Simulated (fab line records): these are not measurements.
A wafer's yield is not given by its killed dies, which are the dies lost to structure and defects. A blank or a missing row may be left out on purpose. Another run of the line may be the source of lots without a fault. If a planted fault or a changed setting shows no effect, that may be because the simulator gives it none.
fab line records -- flow gf180mcu
record: lots: 14, wafers: 42, lastDay: 33
route steps=602 shown MVSD@72 CONTACT@288 M2@362
lots that met no fault: taken from a fault-free run of the same line
startH: the number of hours between the record's first day and the start of the first shown wafer of the lot -- waitH: hours since the lot's step before -- " as in the row above -- L1.1+2: several wafers, shown together as one row -- - no value, or no start was given -- * or withheld: withheld -- < > ~ a bound
route shown NAME@n: NAME is a module with steps in the file, n the number in the route of the first one -- usual: mean/standard deviation of fault-free wafers -- same: alike in all rows -- chamber/n: place in a boat -- sites: each site's reading -- _std_site: the standard deviation of these -- _edge_site: the outer-site mean with the inner-site mean subtracted -- radiusMm: for every site, how far away it sits from the centre of the wafer -- mask NAME#n: copy n -- behind: the last tool/chamber to shape the wafer -- hold: reason for holding the lot/hours on hold/outcome of the hold -- device: the n, p or np transistor that did not switch -- end of line: tests of these same wafers at the route's end -- for a step that has no rows: nothing shown but its recipe -- killed: the dies lost at the first sort to structure and to defects; this is not the yield of the wafer -- map: per-die view of a wafer (x killed, . not killed, _ where there is no die)
set.NAME: setting as actually run; set.NAME@STEP: the setting as run at that earlier step -- model.NAME: the simulator's own value behind a step, which no gauge read
one table for each step of the route and one row for each wafer, over a sample of lots
services: when a tool's chamber went out of use (startH, in hours from the record's first day, below 0 if earlier), for how many hours, and the reason
== steps ==
step: GF_MVSD_DEVELOP_06
recipe: wallAngleDeg: 90, developTimeS: 60, devTempC: 23
lot.wafer,tool,chamber,startH,waitH
L587.4+5+6,lithoTrack-04,0,83,-
L588.2+4+6,lithoTrack-01,0,88,-
L589.1+2+6,lithoTrack-04,0,90,-
L591.2+3+6,lithoTrack-01,0,104,-
L592.1+3+6,lithoTrack-03,0,109,-
L593.1+5+6,lithoTrack-01,0,116,-
L594.1+4+5,lithoTrack-01,0,123,-
L599.1+2+3,lithoTrack-01,0,151,-
L600.3+5+6,lithoTrack-03,0,157,-
L602.2+3+6,lithoTrack-01,0,168,-
L603.1+4+6,lithoTrack-04,0,175,-
L604.1+4+6,lithoTrack-03,0,180,-
L605.1+2+3,lithoTrack-04,0,185,-
L608.2+5+6,lithoTrack-04,0,202,-
step: GF_MVSD_OVL_MEAS_07
usual: MVSD_OVL: 0.6/1.2
lot.wafer,tool,chamber,startH,waitH,MVSD_OVL[nm]
L587.4,overlay-01,-,83.90,-,1.7
L587.5,overlay-01,-,83.90,-,2.5
L587.6,overlay-01,-,83.90,-,2.1
L588.2,overlay-02,-,88.23,-,1.3
L588.4,overlay-02,-,88.23,-,1.8
L588.6,overlay-02,-,88.23,-,2.0
L589.1,overlay-01,-,90.33,-,-0.8
L589.2,overlay-01,-,90.33,-,0.6
L589.6,overlay-01,-,90.33,-,0.6
L591.2,overlay-02,-,104.93,-,-0.4
L591.3,overlay-02,-,104.93,-,0.5
L591.6,overlay-02,-,104.93,-,0.4
L592.1,overlay-01,-,109.75,-,0.0
L592.3,overlay-01,-,109.75,-,-0.2
L592.6,overlay-01,-,109.75,-,0.5
L593.1,overlay-01,-,116.62,-,-0.4
L593.5,overlay-01,-,116.62,-,1.6
L593.6,overlay-01,-,116.62,-,1.8
L594.1,overlay-02,-,123.22,-,-0.3
L594.4,overlay-02,-,123.22,-,-0.4
L594.5,overlay-02,-,123.22,-,-1.7
L599.1,overlay-01,-,151.37,-,-
L599.2,overlay-01,-,151.37,-,-
L599.3,overlay-01,-,151.37,-,-
L600.3,overlay-02,-,157.16,-,1.4
L600.5,overlay-02,-,157.16,-,2.6
L600.6,overlay-02,-,157.16,-,0.3
L602.2,overlay-02,-,168.38,-,-
L602.3,overlay-02,-,168.38,-,-
L602.6,overlay-02,-,168.38,-,-
L603.1,overlay-01,-,175.78,-,-1.4
L603.4,overlay-01,-,175.78,-,1.7
L603.6,overlay-01,-,175.78,-,1.8
L604.1,overlay-02,-,180.65,-,1.6
L604.4,overlay-02,-,180.65,-,1.7
L604.6,overlay-02,-,180.65,-,0.3
L605.1,overlay-01,-,186.03,-,-0.9
L605.2,overlay-01,-,186.03,-,0.8
L605.3,overlay-01,-,186.03,-,-0.6
L608.2,overlay-02,-,202.98,-,1.2
L608.5,overlay-02,-,202.98,-,0.4
L608.6,overlay-02,-,202.98,-,1.5
step: GF_MVSD_TW_MEAS_11
usual: MVSD_TW: 1567/11
lot.wafer,tool,chamber,startH,waitH,MVSD_TW
L587.4,filmMetro-02,-,84.35,0.1,1579
L587.5,filmMetro-02,-,84.35,0.1,1585
L587.6,filmMetro-02,-,84.35,0.1,1587
L588.2,filmMetro-04,-,88.67,0.1,1561
L588.4,filmMetro-04,-,88.67,0.1,1549
L588.6,filmMetro-04,-,88.67,0.1,1554
L589.1,filmMetro-02,-,90.77,0.1,1591
L589.2,filmMetro-02,-,90.77,0.1,1587
L589.6,filmMetro-02,-,90.77,0.1,1594
L591.2,filmMetro-02,-,105.37,0.1,1574
L591.3,filmMetro-02,-,105.37,0.1,1576
L591.6,filmMetro-02,-,105.37,0.1,1567
L592.1,filmMetro-04,-,110.19,0.1,1574
L592.3,filmMetro-04,-,110.19,0.1,1578
L592.6,filmMetro-04,-,110.19,0.1,1572
L593.1,filmMetro-03,-,117.06,0.1,1562
L593.5,filmMetro-03,-,117.06,0.1,1560
L593.6,filmMetro-03,-,117.06,0.1,1557
L594.1,filmMetro-03,-,123.66,0.1,1566
L594.4,filmMetro-03,-,123.66,0.1,1567
L594.5,filmMetro-03,-,123.66,0.1,1565
L599.1,filmMetro-04,-,151.81,0.1,30
L599.2,filmMetro-04,-,151.81,0.1,30
L599.3,filmMetro-04,-,151.81,0.1,30
L600.3,filmMetro-02,-,157.61,0.1,1577
L600.5,filmMetro-02,-,157.61,0.1,1570
L600.6,filmMetro-02,-,157.61,0.1,1579
L602.2,filmMetro-02,-,168.82,0.1,30
L602.3,filmMetro-02,-,168.82,0.1,30
L602.6,filmMetro-02,-,168.82,0.1,30
L603.1,filmMetro-02,-,176.21,0.1,1574
L603.4,filmMetro-02,-,176.21,0.1,1575
L603.6,filmMetro-02,-,176.21,0.1,1577
L604.1,filmMetro-04,-,181.09,0.1,1564
L604.4,filmMetro-04,-,181.09,0.1,1576
L604.6,filmMetro-04,-,181.09,0.1,1560
L605.1,filmMetro-03,-,186.46,0.1,1566
L605.2,filmMetro-03,-,186.46,0.1,1567
L605.3,filmMetro-03,-,186.46,0.1,1563
L608.2,filmMetro-02,-,203.42,0.1,1578
L608.5,filmMetro-02,-,203.42,0.1,1592
L608.6,filmMetro-02,-,203.42,0.1,1590
step: GF_CONTACT_THK_MEAS_01
recipe: reads: SiO2_of_CONTACT_CVD_00
usual: CONTACT_CVD_00_THK: 298.4/2.9
lot.wafer,tool,chamber,startH,waitH,CONTACT_CVD_00_THK[nm]
L587.4,filmMetro-04,-,337.81,0.0,298.1
L587.5,filmMetro-04,-,337.81,0.0,294.9
L587.6,filmMetro-04,-,337.81,0.0,294.3
L588.2,filmMetro-03,-,347.79,0.0,297.0
L588.4,filmMetro-03,-,347.79,0.0,299.0
L588.6,filmMetro-03,-,347.79,0.0,297.7
L589.1,filmMetro-03,-,351.71,0.0,299.3
L589.2,filmMetro-03,-,351.71,0.0,298.0
L589.6,filmMetro-03,-,351.71,0.0,299.6
L591.2,filmMetro-02,-,370.94,0.0,298.5
L591.3,filmMetro-02,-,370.94,0.0,293.8
L591.6,filmMetro-02,-,370.94,0.0,298.0
L592.1,filmMetro-04,-,378.57,0.0,297.1
L592.3,filmMetro-04,-,378.57,0.0,300.7
L592.6,filmMetro-04,-,378.57,0.0,296.8
L593.1,filmMetro-03,-,389.11,0.0,299.9
L593.5,filmMetro-03,-,389.11,0.0,299.1
L593.6,filmMetro-03,-,389.11,0.0,296.9
L594.1,filmMetro-04,-,399.44,0.0,297.6
L594.4,filmMetro-04,-,399.44,0.0,297.0
L594.5,filmMetro-04,-,399.44,0.0,294.8
L599.1,filmMetro-03,-,443.09,0.0,298.5
L599.2,filmMetro-03,-,443.09,0.0,296.7
L599.3,filmMetro-03,-,443.09,0.0,294.6
L600.3,filmMetro-03,-,451.72,0.0,296.1
L600.5,filmMetro-03,-,451.72,0.0,300.3
L600.6,filmMetro-03,-,451.72,0.0,296.1
L602.2,filmMetro-04,-,474.19,0.0,303.7
L602.3,filmMetro-04,-,474.19,0.0,301.3
L602.6,filmMetro-04,-,474.19,0.0,299.6
L603.1,filmMetro-04,-,484.15,0.0,302.1
L603.4,filmMetro-04,-,484.15,0.0,299.6
L603.6,filmMetro-04,-,484.15,0.0,298.4
L604.1,filmMetro-02,-,487.95,0.0,295.0
L604.4,filmMetro-02,-,487.95,0.0,297.7
L604.6,filmMetro-02,-,487.95,0.0,293.4
L605.1,filmMetro-03,-,497.19,0.0,300.0
L605.2,filmMetro-03,-,497.19,0.0,301.1
L605.3,filmMetro-03,-,497.19,0.0,299.6
L608.2,filmMetro-03,-,515.81,0.0,300.0
L608.5,filmMetro-03,-,515.81,0.0,301.5
L608.6,filmMetro-03,-,515.81,0.0,299.3
step: GF_M2_SPUTTER_00
recipe: material: Ti, targetThkNm: 37.5, arrivingIonEnergyEv: 80, substrateTempC: 200, chamberPressurePa: 2, powerW: 4000, timeS: 150
usual: substrateTempC: 200.00/0.15, throttleValvePct: 30.0/1
lot.wafer,tool,chamber,startH,waitH,substrateTempC,throttleValvePct
L587.4,pvdSputter-03,-,409.62,0.2,200.21,29.8
L587.5,pvdSputter-03,-,409.62,0.2,200.13,31.1
L587.6,pvdSputter-03,-,409.62,0.2,199.88,30.0
L588.2,pvdSputter-04,-,421.01,0.2,200.21,27.0
L588.4,pvdSputter-04,-,421.01,0.2,199.89,30.8
L588.6,pvdSputter-04,-,421.01,0.2,199.89,29.8
L589.1,pvdSputter-04,-,424.92,0.1,199.98,30.5
L589.2,pvdSputter-04,-,424.92,0.1,200.16,30.8
L589.6,pvdSputter-04,-,424.92,0.1,200.11,27.0
L591.2,pvdSputter-04,-,454.63,0.1,200.18,27.2
L591.3,pvdSputter-04,-,454.63,0.1,199.85,29.9
L591.6,pvdSputter-04,-,454.63,0.1,200.18,29.9
L592.1,pvdSputter-03,-,454.93,0.2,200.20,30.1
L592.3,pvdSputter-03,-,454.93,0.2,199.94,30.0
L592.6,pvdSputter-03,-,454.93,0.2,199.69,30.2
L593.1,pvdSputter-03,-,464.58,0.1,200.13,30.7
L593.5,pvdSputter-03,-,464.58,0.1,200.00,31.2
L593.6,pvdSputter-03,-,464.58,0.1,200.07,30.1
L594.1,pvdSputter-01,-,476.25,0.1,199.77,31.1
L594.4,pvdSputter-01,-,476.25,0.1,200.02,30.5
L594.5,pvdSputter-01,-,476.25,0.1,200.00,30.9
L599.1,pvdSputter-04,-,520.95,0.1,200.10,30.3
L599.2,pvdSputter-04,-,520.95,0.1,199.76,31.1
L599.3,pvdSputter-04,-,520.95,0.1,200.14,26.8
L600.3,pvdSputter-03,-,528.16,0.1,199.91,30.2
L600.5,pvdSputter-03,-,528.16,0.1,199.93,30.2
L600.6,pvdSputter-03,-,528.16,0.1,199.89,30.2
L602.2,pvdSputter-04,-,549.25,0.1,200.13,30.0
L602.3,pvdSputter-04,-,549.25,0.1,200.19,30.8
L602.6,pvdSputter-04,-,549.25,0.1,200.08,30.1
L603.1,pvdSputter-03,-,558.10,0.1,200.02,30.1
L603.4,pvdSputter-03,-,558.10,0.1,200.09,30.1
L603.6,pvdSputter-03,-,558.10,0.1,200.03,30.0
L604.1,pvdSputter-04,-,562.86,0.2,200.04,30.0
L604.4,pvdSputter-04,-,562.86,0.2,200.10,27.3
L604.6,pvdSputter-04,-,562.86,0.2,200.08,30.8
L605.1,pvdSputter-03,-,570.88,0.1,200.01,31.1
L605.2,pvdSputter-03,-,570.88,0.1,199.78,29.8
L605.3,pvdSputter-03,-,570.88,0.1,200.22,30.1
L608.2,pvdSputter-03,-,589.09,0.2,199.95,30.4
L608.5,pvdSputter-03,-,589.09,0.2,199.82,30.8
L608.6,pvdSputter-03,-,589.09,0.2,199.96,30.4
step: GF_M2_SPUTTER_03
recipe: material: Ti, targetThkNm: 10, substrateTempC: 300, chamberPressurePa: 0.3, powerW: 3000, timeS: 6.7
usual: substrateTempC: 300.00/0.2, throttleValvePct: 30.0/1
lot.wafer,tool,chamber,startH,waitH,substrateTempC,throttleValvePct
L587.4,pvdSputter-03,-,409.75,0.0,300.11,30.1
L587.5,pvdSputter-03,-,409.75,0.0,300.23,31.2
L587.6,pvdSputter-03,-,409.75,0.0,300.18,30.4
L588.2,pvdSputter-04,-,421.17,0.0,299.76,27.0
L588.4,pvdSputter-04,-,421.17,0.0,300.08,30.7
L588.6,pvdSputter-04,-,421.17,0.0,299.93,30.0
L589.1,pvdSputter-04,-,425.08,0.0,300.14,30.2
L589.2,pvdSputter-04,-,425.08,0.0,299.87,30.8
L589.6,pvdSputter-04,-,425.08,0.0,300.08,27.0
L591.2,pvdSputter-04,-,454.79,0.0,299.75,27.2
L591.3,pvdSputter-04,-,454.79,0.0,300.15,29.9
L591.6,pvdSputter-04,-,454.79,0.0,300.02,29.9
L592.1,pvdSputter-03,-,455.09,0.0,299.96,30.4
L592.3,pvdSputter-03,-,455.09,0.0,300.38,29.9
L592.6,pvdSputter-03,-,455.09,0.0,300.14,30.3
L593.1,pvdSputter-03,-,464.74,0.0,299.80,31.0
L593.5,pvdSputter-03,-,464.74,0.0,299.77,31.1
L593.6,pvdSputter-03,-,464.74,0.0,299.86,30.2
L594.1,pvdSputter-01,-,476.41,0.0,300.00,30.8
L594.4,pvdSputter-01,-,476.41,0.0,299.84,30.5
L594.5,pvdSputter-01,-,476.41,0.0,299.91,31.0
L599.1,pvdSputter-04,-,521.11,0.0,300.08,30.0
L599.2,pvdSputter-04,-,521.11,0.0,300.08,30.7
L599.3,pvdSputter-04,-,521.11,0.0,299.95,27.2
L600.3,pvdSputter-03,-,528.32,0.0,299.99,30.3
L600.5,pvdSputter-03,-,528.32,0.0,300.11,30.0
L600.6,pvdSputter-03,-,528.32,0.0,300.25,30.0
L602.2,pvdSputter-04,-,549.41,0.0,299.94,30.4
L602.3,pvdSputter-04,-,549.41,0.0,299.89,30.9
L602.6,pvdSputter-04,-,549.41,0.0,299.70,29.7
L603.1,pvdSputter-03,-,558.26,0.0,300.23,29.8
L603.4,pvdSputter-03,-,558.26,0.0,299.94,30.0
L603.6,pvdSputter-03,-,558.26,0.0,300.12,30.4
L604.1,pvdSputter-04,-,563.02,0.0,300.01,29.9
L604.4,pvdSputter-04,-,563.02,0.0,300.04,27.3
L604.6,pvdSputter-04,-,563.02,0.0,300.40,30.9
L605.1,pvdSputter-03,-,571.04,0.0,299.65,30.9
L605.2,pvdSputter-03,-,571.04,0.0,300.09,30.2
L605.3,pvdSputter-03,-,571.04,0.0,300.34,30.2
L608.2,pvdSputter-03,-,589.25,0.0,299.88,30.2
L608.5,pvdSputter-03,-,589.25,0.0,300.04,31.1
L608.6,pvdSputter-03,-,589.25,0.0,300.30,30.6
== services ==
tool,chamber,startH,hours,kind
pvdSputter-01,-,158.12,0.5,repair
pvdSputter-01,0,161.93,-,consumableReplace:kit
pvdSputter-04,3,165.29,-,consumableReplace:kit
pvdSputter-04,3,165.29,18.0,scheduledDown
pvdSputter-04,3,165.29,18.0,ventCycle
pvdSputter-03,-,174.74,2.5,repair
pvdSputter-03,3,199.81,-,consumableReplace:kit
pvdSputter-03,3,199.81,18.0,scheduledDown
pvdSputter-03,3,199.81,18.0,ventCycle
pvdSputter-04,-,257.80,2.1,repair
pvdSputter-04,-,259.89,1.0,repair
pvdSputter-01,-,304.36,13.4,repair
pvdSputter-03,-,391.29,5.1,repair
pvdSputter-03,2,396.76,-,consumableReplace:kit
pvdSputter-03,2,396.76,18.0,scheduledDown
pvdSputter-03,2,396.76,18.0,ventCycle
pvdSputter-04,-,417.42,1.8,repair
pvdSputter-03,-,435.72,1.6,repair
pvdSputter-04,-,473.86,1.9,repair
pvdSputter-04,2,479.61,-,consumableReplace:kit
pvdSputter-04,2,479.61,18.0,scheduledDown
pvdSputter-04,2,479.61,18.0,ventCycle
pvdSputter-01,-,490.23,2.8,repair
pvdSputter-01,-,537.96,0.8,repair
== key ==
firstSign: step: GF_MVSD_OVL_MEAS_07, reading: MVSD_OVL, direction: missing
effect: step: GF_MVSD_TW_MEAS_11, reading: MVSD_TW, direction: down, sigmas: 99+, usual: 1567, struck: 30
metAt GF_MVSD_DEVELOP_06
struckLots L599,L602
sortLeftOut L599.1,L599.2,L599.3,L602.2,L602.3,L602.6
testerLeftOut L599,L602
notActingAt GF_CONTACT_THK_MEAS_01,GF_M2_SPUTTER_00,GF_M2_SPUTTER_03
onsetBetween 123 151
fault: kind: processParameterDrift, tool: lithoTrack-01, chamber: -, onsetH: 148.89, steps: GF_MVSD_DEVELOP_06, channel: developTimeS, offset: *, shape: step, endH: 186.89, actsIn: *, stated: *
testerLeftOut: of these lots the tester's yield and bins aren't shown, on N5 and GAA mostly nor the transistor test; their killed dies are dies lost to structure and defects alone, not to doping, threshold or leakage, so they don't give the yield
sortLeftOut: the simulated sort isn't trusted on such a fault, so these wafers' sort isn't shown, and their yield isn't known
